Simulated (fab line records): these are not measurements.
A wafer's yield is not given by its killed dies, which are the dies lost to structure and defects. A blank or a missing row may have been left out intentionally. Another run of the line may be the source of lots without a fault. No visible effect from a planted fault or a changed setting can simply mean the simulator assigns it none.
Code-filled problem report in 8D (eight disciplines) form -- flow gf180mcu -- the parts of the form that need people (team, actions taken, sign-off) are left out

== 1. WHAT IS WRONG ==
At GF_M3_STRIP_17, strip time to endpoint s averages 6.29 s over 5 wafers from 2 lots, while fault-free wafers read 7.37 s, standard deviation 0.039. That puts it -28 standard deviations away from the usual mean.
The step: strips in O2/N2.
First seen on wafer L838.2, day 23 15:09, on plasma asher-03. Wafers with a number at this step in the record: 33, from 11 lots. Rule for "out" (also "out of limits"): further than 4 standard deviations from the usual mean. Any other wafer with a number is counted as sound.

== 2. WHAT THIS IS AND IS NOT ==
question,is,is not
which readings at this step,"strip time to endpoint s, oes product au","drypump motor current A, heater power w"
which lots,"L838, L842","L833, L840, L845, L847, L850, L851, L852, L853, L854"
which wafers of those lots,"L838.2, L838.4, L842.1, L842.5, L842.6",L838.5
read on which tools,"plasma asher-03, plasma asher-04",plasma asher-01
when,from day 23 15:09,"up to then (4 sound wafers); but 24 sound wafers of L840, L845, L847, L850, L851, L852, L853, L854 came after"

== 3. SUSPECTS, AND WHAT RULES EACH OUT ==
Counting: any tool at a process step up to the reading remains a suspect provided it ran every lot that is out. Sound lots after the first of them don't rule it out here, since some wafers of a struck lot are sound.
- cvd w-02 at GF_V2_CVD_23 (deposits W, target thk 350 nm, time 104.94 s): kept. It ran every lot that is out, first L838 (day 22 15:58).
- rie metal-03 at GF_M3_METAL_ETCH_16 (etches the open film in Cl2/BCl3, stops on SiO2, target depth 750.8 nm, time 125.1 s): kept. It ran every lot that is out, first L838 (day 23 15:01).
- Within rie metal-03 at GF_M3_METAL_ETCH_16: the wafers that are out ran in chamber 1; their sound lot-mates ran in chamber 0.
After counting, cvd w-02 at GF_V2_CVD_23 and rie metal-03 at GF_M3_METAL_ETCH_16 remain.

== 4. THE CAUSE (what the simulator had put in) ==
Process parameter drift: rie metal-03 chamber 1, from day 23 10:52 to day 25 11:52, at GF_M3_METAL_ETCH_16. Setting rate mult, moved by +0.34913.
After counting, 2 suspects remain, this tool included.

== 5. SEQUENCE OF EFFECTS, ordered by route ==
Each row: a reading where the mean over the struck wafers with a number is more than 3 standard deviations away from the usual. Only readings for which the record gives a usual standard deviation are gone through. hours: the time from each lot's start at the first step in this table that gives one to its start at this step, as a median over the lots. sigmas: the change in usual standard deviations.
hours,step,reading,usual,on struck wafers,change,sigmas
0,GF_M3_STRIP_17,oes product au,0.538 a.u.,0.492,-0.046,-10
0,GF_M3_STRIP_17,strip time to endpoint s,7.37 s,6.29,-1.08,-28
It contains these process steps:
- GF_M3_STRIP_17: strips in O2/N2.

== 6. WHAT WOULD HAVE CAUGHT IT SOONER ==
In this record no reading fell out of limits until day 23 15:09, 4 hours after the fault had begun at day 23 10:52.
No tool reading at GF_M3_METAL_ETCH_16 that has a usual standard deviation in the record was out on any struck wafer, so an alarm limit of 4 standard deviations on those readings would not have fired.
L842, from the lots that are out (2), started GF_M3_METAL_ETCH_16 on rie metal-03 later than day 23 15:09. Holding the tool at that time would have saved it.
